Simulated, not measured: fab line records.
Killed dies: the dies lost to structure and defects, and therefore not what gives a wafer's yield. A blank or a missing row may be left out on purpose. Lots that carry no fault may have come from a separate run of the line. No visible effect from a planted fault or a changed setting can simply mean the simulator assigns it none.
fab line records -- flow sfq-line
record: lots: 6, wafers: 16, last-day: 94
route steps=325 shown M7@288 I7@296
lots that met no fault: from a run of the same line without faults
start-h: hours from the record's first day to the start of the lot's first wafer shown -- wait-h: hours from the lot's prior step to this one -- " the same as in the row above -- L1.1+2: a row that stands for several wafers -- - either no value or no given start -- * or withheld: withheld -- < > ~ a bound
route shown NAME@n: names a module that has steps shown in the file, with the first one's number in the route -- usual: mean and standard deviation over wafers with no fault -- same: alike in all rows -- chamber/n: place in a boat -- sites: the reading at each site -- _std_site: standard deviation of those values -- _edge_site: outer sites' mean less inner sites' -- radius-mm: how far each site lies from the wafer's centre -- mask NAME#n: copy n -- behind: the last tool/chamber to shape the wafer -- hold: the reason the lot was held/the length of the hold in hours/how it ended -- device: names the non-switching transistor (n, p or np) -- end of line: the tests these same wafers got at the end of their route -- a step given without rows: its recipe and nothing more -- killed: count of dies lost to structure and defects at first sort (not the wafer's yield) -- map: shows each die of a wafer: x if killed, . if not, _ if none is there
set.NAME: the setting that was run; set.NAME@STEP: the one run at that earlier step -- model.NAME: the simulator's own value behind a step, which no gauge read
a table for each step, a row for each wafer; lots at some steps of the route
services: when a tool's chamber went out of use (start-h, in hours from the record's first day, below 0 if earlier), for how many hours, and the reason
== steps ==
step: SFQ_TRILAYER_M7_LITHO_EXPOSE_178
recipe: mask-id: M7, na: 0.6, source-shape: conventional, sigma-outer: 0.65, target-cd-nm: 500, dose-mj: 14.4
step: SFQ_TRILAYER_M7_LITHO_PEB_180
recipe: peb-temp-c: 115, peb-time-s: 60, resist: KrF
step: SFQ_TRILAYER_M7_LITHO_DEVELOP_179
recipe: time-s: 60, resist: KrF
step: SFQ_M7_OVL_MEAS_945
usual: M7_OVL: 4/5.8
lot.wafer,tool,chamber,start-h,wait-h,M7_OVL[nm]
L840.1,overlay-01,-,1806.57,0.1,6
L840.2,overlay-01,-,1806.57,0.1,-3
L840.3,overlay-01,-,1806.57,0.1,-2
L845.4,overlay-01,-,2046.70,0.1,5
L845.5,overlay-01,-,2046.70,0.1,7
L845.6,overlay-01,-,2046.70,0.1,8
L847.2,overlay-01,-,2050.29,0.1,1
L847.3,overlay-01,-,2050.29,0.1,1
L847.6,overlay-01,-,2050.29,0.1,-1
L854.2,overlay-02,-,2080.87,0.1,-8
L854.5,overlay-02,-,2080.87,0.1,5
L855.2,overlay-01,-,2085.71,0.1,-4
L855.4,overlay-01,-,2085.71,0.1,-2
L856.1,overlay-02,-,2089.18,0.1,-1
L856.5,overlay-02,-,2089.18,0.1,5
L856.6,overlay-02,-,2089.18,0.1,2
step: SFQ_TRILAYER_M7_BARC_OPEN_METAL_ETCH_229
recipe: mask-material: PR, chemistry: O2, target-depth-nm: 125, target: BARC, icp-w: 600, bias-w: 80, pressure-mtorr: 10, time-s: 41.7
step: SFQ_TRILAYER_M7_ETCH_METAL_ETCH_180
recipe: target: Nb, stop-on: SiO2, mask-material: PR, chemistry: Cl2/Ar, target-depth-nm: 240, icp-w: 600, bias-w: 80, pressure-mtorr: 10, time-s: 120
usual: drypump-motor-current-A: 5.40/0.18, oes-product-au: 0.894/0.0086
lot.wafer,tool,chamber,start-h,wait-h,drypump-motor-current-A,oes-product-au,rf-hours-counter-h
L840.1,rie-metal-03,0,1806.66,0.0,5.49,0.893,90
L840.2,rie-metal-03,1,1806.66,0.0,5.77,0.896,63
L840.3,rie-metal-03,0,1806.66,0.0,5.51,0.892,-
L845.4,rie-metal-04,0,2046.82,0.1,5.27,0.882,-
L845.5,rie-metal-04,1,2046.82,0.1,5.17,0.883,-
L845.6,rie-metal-04,0,2046.82,0.1,5.26,0.875,-
L847.2,rie-metal-01,0,2050.37,0.0,5.37,0.900,12
L847.3,rie-metal-01,0,2050.37,0.0,5.41,0.892,-
L847.6,rie-metal-01,1,2050.37,0.0,5.38,0.894,-
L854.2,rie-metal-04,0,2080.96,0.0,5.28,0.892,96
L854.5,rie-metal-04,0,2080.96,0.0,5.30,0.883,-
L855.2,rie-metal-01,1,2085.80,0.0,5.35,0.886,85
L855.4,rie-metal-01,0,2085.80,0.0,5.41,0.892,-
L856.1,rie-metal-04,0,2089.28,0.0,5.29,0.900,97
L856.5,rie-metal-04,1,2089.28,0.0,5.16,0.903,-
L856.6,rie-metal-04,0,2089.28,0.0,5.31,0.902,-
step: SFQ_TRILAYER_M7_STRIP_STRIP_181
recipe: gas: O2, power-w: 200, platen-temp-c: 40, overash-fraction: 0.65, chemistry: O2, pressure-mtorr: 50
usual: drypump-motor-current-A: 5.40/0.18, oes-product-au: 1.001/0.0087
lot.wafer,tool,chamber,start-h,wait-h,drypump-motor-current-A,oes-product-au,rf-hours-counter-h
L840.1,rie-metal-03,0,1806.79,0.1,5.48,0.992,90
L840.2,rie-metal-03,1,1806.79,0.1,5.76,1.018,64
L840.3,rie-metal-03,0,1806.79,0.1,5.49,0.995,-
L845.4,rie-metal-04,0,2047.10,0.2,5.24,0.993,-
L845.5,rie-metal-04,1,2047.10,0.2,5.18,0.993,-
L845.6,rie-metal-04,0,2047.10,0.2,5.26,0.992,-
L847.2,rie-metal-01,0,2050.50,0.1,5.36,0.997,13
L847.3,rie-metal-01,0,2050.50,0.1,5.32,1.013,-
L847.6,rie-metal-01,1,2050.50,0.1,5.34,1.012,-
L854.2,rie-metal-04,0,2081.09,0.1,5.32,0.998,96
L854.5,rie-metal-04,0,2081.09,0.1,5.28,0.998,-
L855.2,rie-metal-01,1,2085.93,0.1,5.35,1.013,85
L855.4,rie-metal-01,0,2085.93,0.1,5.39,1.000,-
L856.1,rie-metal-04,0,2089.40,0.1,5.24,1.003,97
L856.5,rie-metal-04,1,2089.40,0.1,5.14,1.006,-
L856.6,rie-metal-04,0,2089.40,0.1,5.26,1.004,-
step: SFQ_TRILAYER_M7_STRIP_SOLV_CLEAN_182
recipe: chemistry: NMP, temp-c: 70, time-s: 600
step: SFQ_TRILAYER_I7_DEP_PECVD_183
recipe: material: SiO2, temp-c: 150, time-s: 111.11, pressure-torr: 2.4, rf-w: 183.3, precursor: SiH4/N2O, target-thk-nm: 500
step: SFQ_TRILAYER_I7_CMP_CMP_184
recipe: material: SiO2, down-force-psi: 3, platen-rpm: 60, pad-velocity-m-s: 0.94248
usual: motor-current-A: 10.2/0.94, retaining-ring-pressure-frac: 1.000/0.0059, time-to-endpoint-s: 216/8
lot.wafer,tool,chamber,start-h,wait-h,motor-current-A,retaining-ring-pressure-frac,time-to-endpoint-s
L840.1,cmp-02,0,1807.64,0.0,8.3,1.000,214
L840.2,cmp-02,2,1808.64,1.0,11.4,0.997,201
L840.3,cmp-02,3,1808.64,1.0,10.2,1.000,206
L845.4,cmp-01,2,2055.44,7.7,9.5,1.005,218
L845.5,cmp-01,3,2055.44,7.7,10.3,1.002,231
L845.6,cmp-01,0,2055.44,7.7,10.7,0.995,225
L847.3,cmp-01,1,2057.44,6.1,10.8,0.996,220
L847.2,cmp-01,2,2057.44,6.1,9.6,1.002,215
L847.6,cmp-01,0,2058.94,7.6,10.5,0.999,220
L854.2,cmp-02,2,2082.94,1.0,10.7,1.003,207
L854.5,cmp-02,0,2083.94,2.0,8.2,0.989,220
L855.4,cmp-01,2,2087.29,0.5,10.0,1.011,219
L855.2,cmp-01,0,2088.29,1.5,11.1,1.001,209
L856.1,cmp-02,1,2091.75,1.5,10.8,1.001,225
L856.5,cmp-02,2,2091.75,1.5,11.2,0.991,209
L856.6,cmp-02,3,2091.75,1.5,11.1,1.001,226
step: SFQ_I7_BOW_MEAS_946
recipe: mode: bow
usual: I7_BOW: 7/9.8
lot.wafer,tool,chamber,start-h,wait-h,I7_BOW[um]
L840.1,film-metro-03,-,1810.64,2.5,-7
L840.2,film-metro-03,-,1810.64,2.5,5
L840.3,film-metro-03,-,1810.64,2.5,1
L845.4,film-metro-03,-,2057.00,1.1,4
L845.5,film-metro-03,-,2057.00,1.1,-3
L845.6,film-metro-03,-,2057.00,1.1,18
L847.2,film-metro-04,-,2059.96,1.5,-4
L847.3,film-metro-04,-,2059.96,1.5,2
L847.6,film-metro-04,-,2059.96,1.5,-4
L854.2,film-metro-03,-,2084.96,1.5,10
L854.5,film-metro-03,-,2084.96,1.5,6
L855.2,film-metro-04,-,2089.81,1.0,15
L855.4,film-metro-04,-,2089.81,1.0,11
L856.1,film-metro-04,-,2093.25,1.0,10
L856.5,film-metro-04,-,2093.25,1.0,10
L856.6,film-metro-04,-,2093.25,1.0,10
step: SFQ_TRILAYER_I7_METRO_MEASURE_185
usual: thk-nm: 200.0/1.3
lot.wafer,tool,chamber,start-h,wait-h,thk-nm
L840.1,film-metro-03,-,1810.76,0.1,199.9
L840.2,film-metro-03,-,1810.76,0.1,198.7
L840.3,film-metro-03,-,1810.76,0.1,199.9
L845.4,film-metro-03,-,2057.66,0.6,199.7
L845.5,film-metro-03,-,2057.66,0.6,200.7
L845.6,film-metro-03,-,2057.66,0.6,198.3
L847.2,film-metro-04,-,2060.26,0.3,199.1
L847.3,film-metro-04,-,2060.26,0.3,199.9
L847.6,film-metro-04,-,2060.26,0.3,199.6
L854.2,film-metro-03,-,2085.26,0.3,198.0
L854.5,film-metro-03,-,2085.26,0.3,200.5
L855.2,film-metro-04,-,2090.11,0.3,201.3
L855.4,film-metro-04,-,2090.11,0.3,200.0
L856.1,film-metro-04,-,2093.37,0.1,199.8
L856.5,film-metro-04,-,2093.37,0.1,198.9
L856.6,film-metro-04,-,2093.37,0.1,198.8
step: SFQ_TRILAYER_I7_VIA_LITHO_COAT_192
recipe: resist: BARC, spin-rpm: 3000, resist-thk-nm: 62
usual: chill-plate-temp-C: 22.99/0.11
lot.wafer,tool,chamber,start-h,wait-h,chill-plate-temp-C,model.BARC_of_TRILAYER_I7_VIA_LITHO_COAT_192.thk-nm
L840.1,litho-track-04,0,1811.96,1.0,22.88,62.16
L840.2,litho-track-04,0,1811.96,1.0,22.89,62.02
L840.3,litho-track-04,0,1811.96,1.0,22.87,62.22
L845.4,litho-track-01,0,2058.41,0.6,22.95,62
L845.5,litho-track-01,0,2058.41,0.6,23.05,62.01
L845.6,litho-track-01,0,2058.41,0.6,22.82,62.22
L847.2,litho-track-02,0,2061.31,0.8,23.00,61.99
L847.3,litho-track-02,0,2061.31,0.8,22.95,62.01
L847.6,litho-track-02,0,2061.31,0.8,23.05,62.03
L854.2,litho-track-01,0,2086.31,0.8,23.11,56.34
L854.5,litho-track-01,0,2086.31,0.8,23.14,62.02
L855.2,litho-track-01,0,2091.16,0.8,23.16,56.28
L855.4,litho-track-01,0,2091.16,0.8,22.80,56.39
L856.1,litho-track-02,0,2094.57,1.0,22.63,62.24
L856.5,litho-track-02,0,2094.57,1.0,22.93,62.23
L856.6,litho-track-02,0,2094.57,1.0,22.91,62.19
step: SFQ_TRILAYER_I7_VIA_LITHO_COAT_187
recipe: resist: KrF, spin-rpm: 3000, resist-thk-nm: 650
step: SFQ_TRILAYER_I7_VIA_LITHO_SOFTBAKE_191
recipe: temp-c: withheld, time-s: withheld, resist: KrF
step: SFQ_TRILAYER_I7_VIA_LITHO_EXPOSE_188
recipe: mask-id: I7, na: 0.6, source-shape: conventional, sigma-outer: 0.65, target-cd-nm: 1000, dose-mj: 21.3
step: SFQ_TRILAYER_I7_VIA_LITHO_PEB_190
recipe: peb-temp-c: 115, peb-time-s: 60, resist: KrF
step: SFQ_TRILAYER_I7_VIA_LITHO_DEVELOP_189
recipe: time-s: 60, resist: KrF
step: SFQ_I7_OVL_MEAS_947
usual: I7_OVL: 2/5
lot.wafer,tool,chamber,start-h,wait-h,I7_OVL[nm]
L840.1,overlay-01,-,1909.47,0.1,-1
L840.2,overlay-01,-,1909.47,0.1,0
L840.3,overlay-01,-,1909.47,0.1,0
L845.4,overlay-01,-,2136.08,0.1,0
L845.5,overlay-01,-,2136.08,0.1,2
L845.6,overlay-01,-,2136.08,0.1,-1
L847.2,overlay-02,-,2146.53,0.1,2
L847.3,overlay-02,-,2146.53,0.1,6
L847.6,overlay-02,-,2146.53,0.1,2
L854.2,overlay-01,-,2178.80,0.1,-6
L854.5,overlay-01,-,2178.80,0.1,-5
L855.2,overlay-01,-,2182.95,0.1,7
L855.4,overlay-01,-,2182.95,0.1,7
L856.1,overlay-01,-,2185.34,0.1,3
L856.5,overlay-01,-,2185.34,0.1,4
L856.6,overlay-01,-,2185.34,0.1,-1
step: SFQ_TRILAYER_I7_VIA_BARC_OPEN_VIA_ETCH_260
recipe: mask-material: PR, chemistry: O2, target-depth-nm: 125, target: BARC, source-w: 500, bias-w: 80, pressure-mtorr: 30, time-s: 41.7
usual: drypump-motor-current-A: 5.6/0.39, oes-product-au: 0.687/0.0049
lot.wafer,tool,chamber,start-h,wait-h,drypump-motor-current-A,oes-product-au,rf-hours-counter-h,model.etch.depth-nm
L840.1,rie-diel-03,1,1909.50,0.0,5.6,0.684,0,62.16
L840.2,rie-diel-03,2,1909.50,0.0,5.7,0.686,19,62.02
L840.3,rie-diel-03,3,1909.50,0.0,5.2,0.679,1,62.22
L845.4,rie-diel-01,0,2136.10,0.0,5.6,0.683,1,62
L845.5,rie-diel-01,2,2136.10,0.0,6.3,0.683,-,62.01
L845.6,rie-diel-01,3,2136.10,0.0,5.6,0.686,-,62.22
L847.2,rie-diel-01,1,2146.56,0.0,5.3,0.697,3,61.99
L847.3,rie-diel-01,3,2146.56,0.0,5.6,0.687,1,62.01
L847.6,rie-diel-01,2,2146.56,0.0,6.4,0.683,-,62.03
L854.2,rie-diel-01,0,2178.83,0.0,5.7,0.665,2,56.34
L854.5,rie-diel-01,3,2178.83,0.0,5.6,0.682,-,62.02
L855.2,rie-diel-01,3,2182.98,0.0,5.6,0.657,2,56.28
L855.4,rie-diel-01,1,2182.98,0.0,5.3,0.655,4,56.39
L856.1,rie-diel-04,3,2185.38,0.0,5.5,0.688,18,62.24
L856.5,rie-diel-04,2,2185.38,0.0,4.9,0.680,-,62.23
L856.6,rie-diel-04,1,2185.38,0.0,5.9,0.688,-,62.19
step: SFQ_TRILAYER_I7_VIA_ETCH_VIA_ETCH_190
recipe: target: SiO2, stop-on: Nb, mask-material: PR, taper-deg: 20, chemistry: CHF3, target-depth-nm: 260, source-w: 500, bias-w: 80, pressure-mtorr: 30, time-s: withheld
usual: drypump-motor-current-A: 5.6/0.38, oes-product-au: 0.854/0.005
lot.wafer,tool,chamber,start-h,wait-h,drypump-motor-current-A,oes-product-au
L840.1,rie-diel-03,1,1909.54,0.0,5.6,0.848
L840.2,rie-diel-03,2,1909.54,0.0,5.7,0.848
L840.3,rie-diel-03,3,1909.54,0.0,5.3,0.857
L845.4,rie-diel-01,0,2136.14,0.0,5.7,0.848
L845.5,rie-diel-01,2,2136.14,0.0,6.3,0.861
L845.6,rie-diel-01,3,2136.14,0.0,5.6,0.849
L847.2,rie-diel-01,1,2146.60,0.0,5.3,0.852
L847.3,rie-diel-01,3,2146.60,0.0,5.6,0.858
L847.6,rie-diel-01,2,2146.60,0.0,6.3,0.854
L854.2,rie-diel-01,0,2178.87,0.0,5.7,0.849
L854.5,rie-diel-01,3,2178.87,0.0,5.6,0.857
L855.2,rie-diel-01,3,2183.02,0.0,5.6,0.862
L855.4,rie-diel-01,1,2183.02,0.0,5.3,0.862
L856.1,rie-diel-04,3,2185.42,0.0,5.5,0.851
L856.5,rie-diel-04,2,2185.42,0.0,4.9,0.851
L856.6,rie-diel-04,1,2185.42,0.0,5.9,0.853
== services ==
tool,chamber,start-h,hours,kind
rie-diel-01,2,1784.64,4.8,repair
film-metro-03,-,1799.59,0.8,pm
film-metro-03,-,1808.15,0.4,pm
rie-metal-04,1,1809.49,3.3,repair
rie-metal-04,-,1824.92,0.4,repair
cmp-01,-,1827.49,1.2,repair
film-metro-04,-,1828.23,0.5,pm
film-metro-03,-,1839.10,1.4,pm
cmp-02,-,1841.05,1.9,repair
film-metro-03,-,1849.90,1.4,pm
film-metro-04,-,1853.73,0.5,pm
film-metro-04,-,1871.52,1.9,pm
cmp-01,-,1873.02,1.5,repair
film-metro-04,-,1879.29,1.8,pm
cmp-01,-,1886.19,0.7,repair
film-metro-04,-,1886.54,1.7,pm
cmp-01,-,1892.63,0.7,repair
rie-metal-04,-,1926.32,0.3,repair
cmp-01,-,1938.82,4.0,pm
rie-metal-04,-,1946.29,1.4,pm
rie-diel-01,1,1948.62,8.5,repair
rie-metal-01,-,1969.86,2.8,pm
rie-diel-01,-,2090.57,1.3,repair
rie-metal-04,-,2156.63,2.8,pm
== key ==
first-sign: step: SFQ_TRILAYER_I7_VIA_BARC_OPEN_VIA_ETCH_260, reading: oes-product-au, direction: down, sigmas: 5.6, usual: 0.687, struck: 0.659
effect none on later readings
model-effect: step: SFQ_TRILAYER_I7_VIA_LITHO_COAT_192, value: BARC_of_TRILAYER_I7_VIA_LITHO_COAT_192.thk-nm, without: 62.02, struck: 56.34
model-effect: step: SFQ_TRILAYER_I7_VIA_BARC_OPEN_VIA_ETCH_260, value: etch.depth-nm, without: 62.02, struck: 56.34
met-at SFQ_TRILAYER_I7_VIA_LITHO_COAT_192
struck-wafers L854.2,L855.2,L855.4
onset-between 2058.41 2086.31
fault: kind: process-parameter-drift, tool: litho-track-01, chamber: -, onset-h: 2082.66, steps: SFQ_TRILAYER_I7_VIA_LITHO_COAT_192, channel: resist-thk-nm, offset: -5.6863, shape: step, end-h: 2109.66, scope: struck-wafers-only, acts-in: these-recipes-only, stated: 62
